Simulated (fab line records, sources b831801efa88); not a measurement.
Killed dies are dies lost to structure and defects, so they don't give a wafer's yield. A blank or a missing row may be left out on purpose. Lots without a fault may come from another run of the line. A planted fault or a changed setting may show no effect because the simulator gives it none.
Chamber matching | flow sky130 | SKY_CONTACT_CMP_04 on cmp-02: 4 sister chambers
The step polishes SiO2. 24 wafers are shown with their chamber, then 12 later ones without.

WAFERS WITH THEIR CHAMBER
wafer  | chamber | motor_current_A (A) | time_to_endpoint_s (s) | edge_zone_pressure_frac
L075.1 | 2       | 13.5                | 83                     | 1.003
L075.4 | 3       | 10.4                | 85                     | 1.003
L075.6 | 2       | 13.9                | 87                     | 0.999
L076.1 | 3       | 9.8                 | 87                     | 1.002
L076.2 | 0       | 10.5                | 84                     | 0.999
L076.6 | 0       | 10.5                | 84                     | 1.005
L077.1 | 1       | 13.4                | 93                     | 1.007
L077.4 | 2       | 14.1                | 79                     | 0.994
L077.5 | 0       | 11.1                | 83                     | 1.005
L082.2 | 0       | 10.8                | 83                     | 1.000
L082.5 | 1       | 13.7                | 97                     | 0.995
L082.6 | 2       | 14.2                | 83                     | 1.008
L081.3 | 1       | 13.5                | 91                     | 1.011
L081.5 | 2       | 13.9                | 87                     | 1.007
L081.6 | 1       | 13.6                | 91                     | 0.997
L085.3 | 1       | 13.0                | 87                     | 0.995
L085.5 | 1       | 13.0                | 85                     | 0.999
L085.6 | 0       | 9.9                 | 82                     | 0.991
L086.1 | 2       | 14.2                | 86                     | 0.998
L086.2 | 3       | 10.1                | 85                     | 0.994
L086.4 | 0       | 10.1                | 78                     | 0.998
L089.2 | 2       | 14.4                | 85                     | 0.998
L089.5 | 0       | 10.1                | 81                     | 0.996
L089.6 | 1       | 13.0                | 91                     | 1.000

SIGNATURES (means of the wafers above)
reading                 | chamber 0 | chamber 1 | chamber 2 | chamber 3 | scatter within a chamber
motor_current_A         | 10.429    | 13.314    | 14.029    | 10.100    | 0.343
time_to_endpoint_s      | 82.14     | 90.71     | 84.29     | 85.67     | 2.92
edge_zone_pressure_frac | 0.99914   | 1.00057   | 1.00100   | 0.99967   | 0.0054
Rule: a wafer's distance from a chamber is the root of the sum, over the readings, of the square of ((its reading less the chamber's mean) divided by the reading's scatter). The wafer belongs to the nearest chamber; if the next one is less than 2 further off, it can't be placed. The scatter: the root of (the sum of the squares of (reading less its chamber's mean) over the shown wafers, divided by (wafers less chambers)).

WAFERS WITHOUT THEIR CHAMBER
wafer  | motor_current_A (A) | time_to_endpoint_s (s) | edge_zone_pressure_frac
L090.2 | 10.5                | 80                     | 1.000
L090.4 | 10.5                | 80                     | 0.989
L090.5 | 13.4                | 88                     | 0.999
L092.2 | 10.7                | 76                     | 1.004
L092.4 | 12.8                | 89                     | 0.997
L092.6 | 14.1                | 87                     | 1.004
L094.1 | 10.4                | 83                     | 1.005
L094.3 | 14.0                | 83                     | 0.995
L094.6 | 13.0                | 86                     | 1.011
L096.3 | 10.5                | 84                     | 1.007
L096.5 | 10.0                | 91                     | 1.003
L096.6 | 13.4                | 92                     | 0.996

WHICH CHAMBER EACH WENT THROUGH
wafer  | from the rows above     | in truth
L090.2 | can't be placed: 0 or 3 | 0
L090.4 | can't be placed: 0 or 3 | 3
L090.5 | can't be placed: 1 or 2 | 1
L092.2 | can't be placed: 0 or 3 | 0
L092.4 | 1                       | 1
L092.6 | can't be placed: 2 or 1 | 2
L094.1 | can't be placed: 0 or 3 | 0
L094.3 | 2                       | 2
L094.6 | can't be placed: 1 or 2 | 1
L096.3 | can't be placed: 0 or 3 | 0
L096.5 | can't be placed: 3 or 0 | 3
L096.6 | 1                       | 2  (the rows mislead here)
Placed correctly: 2 of 12. Can't be placed from these rows: 9 (the true chamber is among the candidates in 9). Placed wrongly: 1.
